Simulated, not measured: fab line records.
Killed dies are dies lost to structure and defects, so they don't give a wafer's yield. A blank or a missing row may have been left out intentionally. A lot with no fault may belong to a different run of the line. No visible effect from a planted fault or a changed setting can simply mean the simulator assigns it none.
2 desks looking at one fault	flow gf180mcu	each desk holds nothing but its own numbers, with what lay behind them at the end

== FROM THE METROLOGY DESK ==
What the gauges read for every lot (on any tool): the sampled wafers with a number, averaged. A lot is out of limits, marked OUT, if its mean lies more than 4 standard deviations from the usual mean; the brackets give that distance.
Columns: A = M1_ALCU_RS at GF_M1_RS_MEAS_05, usual 0.0693 ohm/sq; B = M1_ALCU_THK at GF_M1_THK_MEAS_06, usual 448 nm
lot	first seen here	A	B
L735	day 16 03:43	0.0693	450
L736	day 16 13:59	0.0700	443
L738	day 17 09:12	0.0678	459
L739	day 17 11:34	0.0692	450
L741	day 18 05:40	0.0691	447
L742	day 18 14:58	0.0702	441
L743	day 19 01:43	0.0691	448
L744	day 19 10:54	0.0665 (-4.0) OUT	466
L754	day 23 07:20	0.0703	445
L755	day 23 11:13	0.0700	446
L756	day 23 13:05	0.0688	451
L757	day 23 21:51	0.0697	443
L758	day 24 12:57	0.0698	442
This desk finds L744 out of limits, with the earliest case on L744 at day 19 10:54 (M1_ALCU_RS at GF_M1_RS_MEAS_05). In limits: L735, L736, L738, L739, L741, L742, L743, L754, L755, L756, L757, L758.

== DESK OF THE TOOL OWNER: pvd sputter-02 ==
The tool's own readings at GF_M1_SPUTTER_02 (material AlCu, target thk 450 nm, time 23.9 s): means of the sampled wafers that have a number, for each lot that ran on this tool. A lot is out of limits, marked OUT, if its mean lies more than 4 standard deviations from the usual mean; the brackets give that distance.
Columns: A = chamber pressure pa at GF_M1_SPUTTER_02, usual 0.3998 Pa; B = throttle valve pct at GF_M1_SPUTTER_02, usual 30.9 %
lot	first seen here	A	B
L738	day 17 09:07	0.3996	30.8
L741	day 18 05:35	0.4005	31.0
L742	day 18 14:52	0.4000	31.0
L744	day 19 10:49	0.4000	30.8
L756	day 23 12:59	0.4001	30.9
This desk's finding: nothing out of limits on any of the 5 lots.

== ALL TOGETHER ==
An alarm was possible from the metrology desk at day 19 10:54, on L744.
The desk of the tool owner found nothing out of limits.
On record at the tool owner's desk: L744, within its limits.
GF_M1_SPUTTER_02 was run on pvd sputter-02 by each of the lots named.

== WHAT THE SIMULATOR PUT IN ==
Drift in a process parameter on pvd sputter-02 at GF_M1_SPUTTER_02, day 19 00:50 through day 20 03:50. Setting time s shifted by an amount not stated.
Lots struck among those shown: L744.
Per desk, hours elapsed from the start of the fault to the first reading out of limits: for the metrology desk, 10.
